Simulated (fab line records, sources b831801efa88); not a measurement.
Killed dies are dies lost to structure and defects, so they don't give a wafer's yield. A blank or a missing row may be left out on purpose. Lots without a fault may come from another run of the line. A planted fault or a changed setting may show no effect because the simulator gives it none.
A struck lot beside a sound one | flow sky130 | 17 steps out of a route of 708
Sound: wafers L750.2, L750.3, L750.6. Struck: wafers L756.1, L756.4, L756.6. The cause comes at the end.
At each step with rows: each side's tool, then ch and its chambers, then its first start. Under that, the readings that differ: sound wafers | struck wafers | difference of the means | sigmas: that difference in standard deviations of wafers without a fault.
alike: readings whose means differ by less than 2 such deviations, and words and numbers that are the same on both sides. not compared: withheld readings, readings that some wafer has no value for, bounds like >300 that may hide the same value, and numbers for which the record gives no deviation and whose values overlap.
The two part at a step that has a row with sigmas, a row that says differs or no value, or rows on one side only. Numbers that don't overlap but have no deviation are shown without sigmas and don't part them. A reading that every wafer of one side lacks parts them only if that side has two wafers or more.

first, 1 step without rows for these wafers: SKY_FIELD_ISO_CVD_03 (deposits Si3N4 from DCS/NH3, target thk 165 nm, time 2830 s).
SKY_FIELD_ISO_THK_MEAS_04:
  sound on film_metro-02, day 3 21:57; struck on film_metro-04, day 5 07:16
  alike: FIELD_ISO_CVD_03_THK
then, 8 steps without rows for these wafers: SKY_FIELD_ISO_DEHYDRATE_05 (time 60 s); SKY_FIELD_ISO_HMDS_06 (prime time 60 s); SKY_FIELD_ISO_COAT_07 (resist thk 60 nm); SKY_FIELD_ISO_COAT_08 (resist thk 450 nm); SKY_FIELD_ISO_SOFTBAKE_09 (time 90 s); SKY_FIELD_ISO_EXPOSE_10 (exposes mask FOM, target cd 150 nm); SKY_FIELD_ISO_PEB_11; SKY_FIELD_ISO_DEVELOP_12 (develop time 60 s).
SKY_FIELD_ISO_CD_MEAS_13: target cd 150 nm.
  sound on cd_sem-02, day 4 14:28; struck on cd_sem-01, day 6 01:48
  reading    | sound             | struck            | difference | sigmas
  cd_nm (nm) | 152.0 151.7 153.0 | 147.9 149.2 147.8 | -3.9       | -2
SKY_FIELD_ISO_ETCH_14: etches BARC in N2/H2, stops on SiO2, time 45.9 s, target depth 60 nm.
  sound on rie_diel-04 ch 0,2,3, day 4 14:34; struck on rie_diel-01 ch 0,1,3, day 6 01:55
  alike: bias_w, chamber_pressure_mTorr, drypump_motor_current_A, oes_product_au, throttle_valve_pct
  not compared: rf_hours_counter_h
SKY_FIELD_ISO_ETCH_15: etches the open film in CHF3/O2, stops on Si, target depth 180 nm, time 72 s.
  sound on rie_diel-04 ch 0,2,3, day 4 14:37; struck on rie_diel-01 ch 0,1,3, day 6 01:58
  no value came back on the struck wafers for any of 5 readings (O2_flow_sccm (sccm), bias_w (W) and others); on the sound wafers O2_flow_sccm (sccm) reads 4.983 5.017 5.005
  reading                                          | sound             | struck            | difference | sigmas
  model.KrF-thick_of_FIELD_ISO_COAT_08.thk_nm (nm) | 233.9 242.8 235.1 | 394.2 395.4 394.4 | +157.4     |
  model.FIELD_ISO.cd_nm (nm)                       | 153.1 151.6 151.5 | 147.2 151 148.1   | -3.3       |
  not compared: rf_hours_counter_h
SKY_FIELD_ISO_STRIP_16: strips in O2/N2.
  sound on plasma_asher-01 ch 1, day 4 14:40; struck on plasma_asher-02 ch 0,1, day 6 02:01
  reading                      | sound             | struck            | difference | sigmas
  oes_product_au (a.u.)        | 0.376 0.378 0.374 | 0.441 0.444 0.441 | +0.066     | +14
  strip_time_to_endpoint_s (s) | 3.51 3.61 3.52    | 5.23 5.22 5.19    | +1.67      | +31
  alike: drypump_motor_current_A
  not compared: rf_hours_counter_h
SKY_FIELD_ISO_ETCH_17: etches Si in HBr/Cl2/O2, target depth 342 nm, time 97.7 s.
  sound on rie_si-01 ch 0,1,3, day 4 14:46; struck on rie_si-02 ch 1,2,3, day 6 02:07
  reading                    | sound             | struck            | difference | sigmas
  model.FIELD_ISO.cd_nm (nm) | 153.1 151.5 151.3 | 147.1 150.8 148.4 | -3.2       |
  alike: HBr_flow_sccm, O2_flow_sccm, drypump_motor_current_A, oes_product_au, throttle_valve_pct
  not compared: rf_hours_counter_h
then, 1 step without rows for these wafers: SKY_FIELD_ISO_WET_ETCH_18 (etches Si3N4 in H3PO4, target depth 25 nm, time 286 s).
-- the record jumps here: 44 days lie between the struck wafers' starts before and after (it left off in module FIELD_ISO and takes up again in module PAD_OPEN, whose first step shown is number 708 of the route) --
SKY_PAD_OPEN_PROBE_99:
  sound on prober-02, day 48 10:38; struck on prober-02, day 50 01:31
  reading             | sound    | struck                                                               | difference                   | sigmas
  hold                | - - -    | await_dispo/6.6h/scrap await_dispo/6.6h/scrap await_dispo/6.6h/scrap | no value on the sound wafers |
  killed_at_front_end | 10 22 15 | 422 414 413                                                          | +401                         | +95
  killed_dies         | 73 90 89 | 492 492 492                                                          | +408                         | +44
  killed_on_rim       | 17 12 13 | 96 96 96                                                             | +82                          | +20
  alike: killed_at_M0_to_M3, killed_at_M4_up, killed_at_contacts, killed_at_other, killed_open, killed_short

WHERE THEY PART
First at SKY_FIELD_ISO_CD_MEAS_13; last, within this record, at SKY_PAD_OPEN_PROBE_99.

WHY: what the simulator had put in
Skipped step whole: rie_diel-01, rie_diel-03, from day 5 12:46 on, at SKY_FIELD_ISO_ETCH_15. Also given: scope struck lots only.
